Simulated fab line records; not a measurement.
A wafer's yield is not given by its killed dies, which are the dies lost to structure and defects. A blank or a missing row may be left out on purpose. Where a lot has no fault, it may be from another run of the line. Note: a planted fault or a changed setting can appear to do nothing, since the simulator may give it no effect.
Chamber matching    flow sky130    SKY_VIA3_CMP_24 on cmp-02: 4 sister chambers
The step polishes, stops on SiO2, t overpolish 20 s, target thk 0 nm. 4 wafers are shown with their chamber, then 9 later ones without.

WAFERS, EACH WITH ITS CHAMBER
wafer   chamber  motorCurrentA (A)
L085.3  3        9.6
L089.1  2        11.5
L089.4  1        11.0
L089.5  0        10.0

WAFERS MISSING THEIR CHAMBER
wafer   motorCurrentA (A)
L090.3  10.2
L090.5  9.2
L090.6  10.6
L093.1  11.1
L093.4  11.9
L093.5  11.5
L096.1  10.5
L096.2  9.8
L096.3  11.5

THE CHAMBER EACH PASSED THROUGH
wafer   from the rows above                in truth
L090.3  can't be placed: 0 or 3 or 1       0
L090.5  can't be placed: 3 or 0            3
L090.6  can't be placed: 1 or 0 or 2 or 3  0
L093.1  can't be placed: 1 or 2            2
L093.4  can't be placed: 2 or 1            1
L093.5  can't be placed: 2 or 1            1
L096.1  can't be placed: 0 or 1 or 3 or 2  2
L096.2  can't be placed: 0 or 3            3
L096.3  can't be placed: 2 or 1            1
Placed correctly: 0 of 9. From these rows, 9 cannot be placed; in 9 the true chamber is one of the candidates. Placed wrongly: 0.
How it was worked out, from the rows above alone: a wafer's distance from a chamber is the root of the sum, over the readings, of the square of ((its reading less the chamber's mean) divided by the reading's scatter). The wafer belongs to the nearest chamber; if the next one is less than 2 further off, it can't be placed. For every chamber, the mean is computed from those of its wafers that are shown. The scatter: with one shown wafer a chamber, the root of the mean of the squares of how far each hidden wafer lies from its nearest shown one.
